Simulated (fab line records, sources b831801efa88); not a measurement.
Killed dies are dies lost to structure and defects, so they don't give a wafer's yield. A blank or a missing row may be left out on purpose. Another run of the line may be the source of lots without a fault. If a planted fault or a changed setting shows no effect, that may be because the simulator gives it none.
The same fault as seen by 2 desks	flow sky130	every desk sees just its own numbers, and what lay behind them comes last

== THE TOOL OWNER'S DESK: pecvd-04 ==
The tool's own readings at SKY_CONTACT_CVD_00 (deposits Si3N4, target thk 75 nm): means of the sampled wafers that have a number, for each lot that ran on this tool. The brackets show how far a lot's mean lies from the usual mean; more than 4 standard deviations puts the lot out of limits, marked OUT.
Columns: A = heater-power-w at SKY_CONTACT_CVD_00, usual 670 W
lot	first seen here	A
L794	day 31 02:10	670
L795	day 31 10:01	698
L796	day 31 17:05	595
L798	day 32 12:18	672
L809	day 35 22:35	665
L812	day 37 02:08	709
L815	day 37 15:45	627
This desk's finding: nothing out of limits on any of the 7 lots.

== METROLOGY DESK ==
Means of the sampled wafers that have a number, per lot and without regard to the tool the lot ran on: this is what the gauges read. The brackets show how far a lot's mean lies from the usual mean; more than 4 standard deviations puts the lot out of limits, marked OUT.
Columns: A = CONTACT_CVD_00_THK at SKY_CONTACT_THK_MEAS_01, usual 75.2 nm; B = VIA1_HDPCVD_THK at SKY_VIA1_THK_MEAS_01, usual 1023 nm
lot	first seen here	A	B
L794	day 31 02:13	75.0	1020
L795	day 31 10:02	74.1	1032
L796	day 31 17:08	78.0	1024
L798	day 32 12:20	77.5	1023
L802	day 34 13:11	75.3	1031
L808	day 35 17:25	76.9	1020
L809	day 35 22:38	74.5	1023
L811	day 36 10:24	75.3	1028
L812	day 37 02:11	75.9	1026
L814	day 37 09:28	74.9	1014
L815	day 37 15:47	74.3	1025
L816	day 37 20:24	75.4	1042
This desk's finding: nothing out of limits on any of the 12 lots.

== TAKEN TOGETHER ==
Nothing out of limits was seen by the tool owner's desk.
The metrology desk saw nothing out of limits.

== WHAT HAD BEEN PUT IN BY THE SIMULATOR ==
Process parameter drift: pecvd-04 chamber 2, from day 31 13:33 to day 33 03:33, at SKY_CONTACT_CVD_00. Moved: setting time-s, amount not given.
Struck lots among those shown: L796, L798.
